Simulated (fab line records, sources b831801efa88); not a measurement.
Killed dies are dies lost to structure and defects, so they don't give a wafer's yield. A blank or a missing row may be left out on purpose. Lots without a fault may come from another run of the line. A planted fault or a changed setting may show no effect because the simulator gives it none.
A struck lot beside a sound one | flow sky130 | 28 steps out of a route of 708
Sound: wafers L148.3, L148.4, L148.6. Struck: wafers L158.2, L158.5. (L158.1 of the same lot was not struck and is left out.) The cause comes at the end.
At each step with rows: each side's tool, then ch and its chambers, then its first start. Under that, the readings that differ: sound wafers | struck wafers | difference of the means | sigmas: that difference in standard deviations of wafers without a fault.
alike: readings whose means differ by less than 2 such deviations, and words and numbers that are the same on both sides. not compared: withheld readings, readings that some wafer has no value for, bounds like >300 that may hide the same value, and numbers for which the record gives no deviation and whose values overlap.
The two part at a step that has a row with sigmas, a row that says differs or no value, or rows on one side only. Numbers that don't overlap but have no deviation are shown without sigmas and don't part them. A reading that every wafer of one side lacks parts them only if that side has two wafers or more.

SKY_VIA4_ETCH_12: etches SiO2 in C4F8/O2/Ar, stops on TiN, target depth 580 nm.
  sound on rie_diel-02 ch 0,1, day 44 15:23; struck on rie_diel-03 ch 1,2, day 46 23:34
  alike: oes_product_au
SKY_VIA4_STRIP_13: strips in O2/N2.
  sound on plasma_asher-03 ch 0,1, day 44 15:29; struck on plasma_asher-03 ch 0,1, day 46 23:39
  alike: drypump_motor_current_A, n2_flow_sccm, oes_product_au, strip_time_to_endpoint_s
  not compared: rf_hours_counter_h
then, 3 steps without rows for these wafers: SKY_VIA4_STRIP_14 (strips in post etch residue remover, time 1200 s); SKY_VIA4_CLEAN_15 (cleans in IPA, time 180 s); SKY_VIA4_CLEAN_16 (cleans in O3/DIW).
SKY_VIA4_SPUTTER_17: material TiN, target thk 20 nm, time 80 s.
  sound on pvd_sputter-01, day 44 16:06; struck on pvd_sputter-01, day 47 00:16
  alike: throttle_valve_pct
then, 1 step without rows for these wafers: SKY_VIA4_CVD_18 (deposits W, target thk 505 nm, time 152.14 s).
SKY_VIA4_RS_MEAS_19: measures by four-point-probe.
  sound on film_metro-01, day 44 16:21; struck on film_metro-04, day 47 00:29
  alike: VIA4_W_RS
SKY_VIA4_THK_MEAS_20: measures by xrf.
  sound on film_metro-01, day 44 16:27; struck on film_metro-04, day 47 00:36
  reading         | sound       | struck  | difference | sigmas
  VIA4_W_THK (nm) | 477 476 474 | 489 493 | +15        | +2
then, 1 step without rows for these wafers: SKY_VIA4_CMP_21 (polishes, stops on SiO2, t overpolish 25 s, target thk 0 nm).
SKY_METAL5_SPUTTER_00: material Ti, target thk 15 nm, time 10 s.
  sound on pvd_sputter-02, day 44 16:47; struck on pvd_sputter-02, day 47 00:58
  alike: throttle_valve_pct
then, 1 step without rows for these wafers: SKY_METAL5_SPUTTER_01 (material TiN, target thk 20 nm, time 16.7 s).
SKY_METAL5_SPUTTER_02: material AlCu, target thk 1150 nm, time 61.2 s.
  sound on pvd_sputter-02, day 44 16:50; struck on pvd_sputter-02, day 47 01:00
  reading                                     | sound          | struck      | difference | sigmas
  model.AlCu_of_METAL5_SPUTTER_02.thk_nm (nm) | 1130 1130 1124 | 749.6 749.8 | -378.3     |
  alike: throttle_valve_pct
then, 2 steps without rows for these wafers: SKY_METAL5_SPUTTER_03 (material Ti, target thk 5 nm, time 3.3 s); SKY_METAL5_SPUTTER_04 (material TiN, target thk 70 nm, time 58.3 s).
SKY_METAL5_RS_MEAS_05: measures by four-point-probe.
  sound on film_metro-03, day 44 17:00; struck on film_metro-04, day 47 01:07
  reading                 | sound                   | struck          | difference | sigmas
  METAL5_ALCU_RS (ohm/sq) | 0.02767 0.02756 0.02772 | 0.04168 0.04155 | +0.01396   | +50
SKY_METAL5_THK_MEAS_06: measures by xrf.
  sound on film_metro-03, day 44 17:06; struck on film_metro-04, day 47 01:14
  reading              | sound          | struck  | difference | sigmas
  METAL5_ALCU_THK (nm) | 1124 1130 1117 | 739 739 | -385       | -38
then, 7 steps without rows for these wafers: SKY_METAL5_DEHYDRATE_07 (time 60 s); SKY_METAL5_HMDS_08 (prime time 60 s); SKY_METAL5_COAT_09 (resist thk 1800 nm); SKY_METAL5_SOFTBAKE_10 (time 60 s); SKY_METAL5_EXPOSE_11 (exposes mask MM5, target cd 1600 nm); SKY_METAL5_PEB_12; SKY_METAL5_DEVELOP_13 (develop time 60 s).
SKY_METAL5_DESCUM_14: chemistry O2, time 11 s.
  sound on rie_metal-02 ch 0,1, day 45 13:06; struck on rie_metal-02 ch 1, day 47 20:20
  alike: drypump_motor_current_A, oes_product_au
  not compared: rf_hours_counter_h
SKY_METAL5_METAL_ETCH_15: etches the open film in Cl2/BCl3, stops on SiO2, target depth 1260 nm, time 252 s.
  sound on rie_metal-02 ch 0,1, day 45 13:12; struck on rie_metal-02 ch 1, day 47 20:22
  reading               | sound             | struck      | difference | sigmas
  oes_product_au (a.u.) | 0.896 0.888 0.886 | 0.739 0.739 | -0.151     | -28
  alike: drypump_motor_current_A, throttle_valve_pct
  not compared: rf_hours_counter_h
then, 1 step without rows for these wafers: SKY_METAL5_STRIP_16 (strips in O2/N2).
SKY_PAD_OPEN_PROBE_99:
  sound on prober-02, day 47 08:07; struck on prober-02, day 49 11:43
  reading                       | sound                   | struck          | difference | sigmas
  model.etest.via4_chain.rc_ohm | 0.802 0.8157 0.7992     | 0.8521 0.8197   | +0.0303    |
  model.etest.met5.rs_ohm_sq    | 0.02764 0.02748 0.02759 | 0.0418 0.04157  | +0.0141    |
  model.etest.met5.line_ohm_um  | 0.01738 0.0173 0.01731  | 0.02621 0.02609 | +0.00882   |
  alike: defect_limited_yield, killed_at_M0_to_M3, killed_at_M4_up, killed_at_contacts, killed_at_front_end, killed_at_other, killed_dies, killed_open, killed_short, sort_bin_3_pad_short, sort_bin_5_function, sort_bin_6_memory, sort_n_pass, sort_yield_pct

WHERE THEY PART
First at SKY_VIA4_THK_MEAS_20; last, within this record, at SKY_METAL5_METAL_ETCH_15. Later steps at which nothing parts them and some readings are alike: SKY_PAD_OPEN_PROBE_99.

WHY: what the simulator had put in
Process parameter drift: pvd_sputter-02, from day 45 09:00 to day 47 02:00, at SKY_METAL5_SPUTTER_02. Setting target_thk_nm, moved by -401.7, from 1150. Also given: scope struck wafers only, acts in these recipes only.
